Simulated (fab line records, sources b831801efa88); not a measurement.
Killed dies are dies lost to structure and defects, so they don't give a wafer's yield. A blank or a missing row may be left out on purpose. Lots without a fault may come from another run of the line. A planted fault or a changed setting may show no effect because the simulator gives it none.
Which tool did it? | flow sky130 | 11 lots, 33 wafers sampled, at 4 steps of a route of 708

WHAT THE GAUGES READ, wafer by wafer
SKY_CONTACT_THK_MEAS_26: measures by xrf.
lot  | measured     | on            | CONTACT_W_THK (nm)
L670 | day 31 07:38 | film_metro-01 | 348 350 351
L672 | day 32 06:00 | film_metro-03 | 353 357 354
L673 | day 32 17:47 | film_metro-01 | 349 351 351
L674 | day 33 13:38 | film_metro-01 | 348 341 345
L678 | day 34 18:58 | film_metro-04 | 341 341 334
L682 | day 36 07:02 | film_metro-03 | 350 353 348
L684 | day 36 20:56 | film_metro-03 | 356 361 349
L687 | day 37 18:33 | film_metro-04 | 345 338 343
L689 | day 38 01:00 | film_metro-01 | 345 343 339
L690 | day 38 05:16 | film_metro-04 | 348 345 339
L691 | day 38 08:41 | film_metro-01 | 345 343 344

WHICH TOOL RAN EACH LOT (tool, then ch and the chambers of the sampled wafers, then the start)
lot  | SKY_SD_N_RTA_14                  | SKY_LI_CONTACT_ETCH_14             | SKY_LI_CONTACT_STRIP_16
L670 | rtp_anneal-01 ch 0, day 27 14:35 | rie_diel-03 ch 0,1,3, day 28 19:57 | plasma_asher-03 ch 0,1, day 28 20:05
L672 | rtp_anneal-01 ch 0, day 28 13:53 | rie_diel-01 ch 0,1,3, day 29 18:57 | plasma_asher-01 ch 0, day 29 19:05
L673 | rtp_anneal-02 ch 0, day 29 02:03 | rie_diel-04 ch 0,1,3, day 30 07:32 | plasma_asher-02 ch 0,1, day 30 07:40
L674 | rtp_anneal-01 ch 0, day 29 22:44 | rie_diel-01 ch 0,3, day 31 03:55   | plasma_asher-01 ch 0,1, day 31 04:03
L678 | rtp_anneal-01 ch 0, day 31 05:32 | rie_diel-03 ch 0,2,3, day 32 09:38 | plasma_asher-02 ch 0,1, day 32 09:46
L682 | rtp_anneal-02 ch 0, day 32 17:39 | rie_diel-03 ch 0,1,3, day 33 22:19 | plasma_asher-02 ch 0,1, day 33 22:27
L684 | rtp_anneal-02 ch 0, day 33 08:05 | rie_diel-04 ch 1,2,3, day 34 12:06 | plasma_asher-03 ch 0,1, day 34 12:14
L687 | rtp_anneal-01 ch 0, day 34 07:20 | rie_diel-04 ch 1,2,3, day 35 10:57 | plasma_asher-02 ch 0,1, day 35 11:05
L689 | rtp_anneal-02 ch 0, day 34 12:37 | rie_diel-04 ch 0,1,2, day 35 16:53 | plasma_asher-03 ch 0,1, day 35 17:01
L690 | rtp_anneal-01 ch 0, day 34 18:05 | rie_diel-01 ch 0,2,3, day 35 21:26 | plasma_asher-03 ch 0,1, day 35 21:34
L691 | rtp_anneal-02 ch 0, day 34 19:38 | rie_diel-03 ch 0,1,3, day 35 22:43 | plasma_asher-02 ch 0,1, day 35 22:51
- SKY_SD_N_RTA_14: time 2 s.
- SKY_LI_CONTACT_ETCH_14: etches BARC in N2/H2, stops on SiO2, time 45.9 s, target depth 60 nm.
- SKY_LI_CONTACT_STRIP_16: strips in O2/N2.

THE ANSWER, worked out from the rows above alone
Rule: what is usual is taken from the lots themselves. Put in order of their means at a reading, lots are off if they are a third of the lots or fewer, leave a main group of 4 or more, and stand apart from it by a gap of 3 or more times the standard deviation of the main group's means; of several such gaps the widest counts. A main group whose means are all the same, to the digits that the tables above print for the reading, isn't used. A lot without any number at a reading at which 4 lots or more have one is off too. The other lots that the step has rows for count as sound.
No lot is off at any reading shown: from this, nothing can be told.

WHAT THE SIMULATOR HAD PUT IN
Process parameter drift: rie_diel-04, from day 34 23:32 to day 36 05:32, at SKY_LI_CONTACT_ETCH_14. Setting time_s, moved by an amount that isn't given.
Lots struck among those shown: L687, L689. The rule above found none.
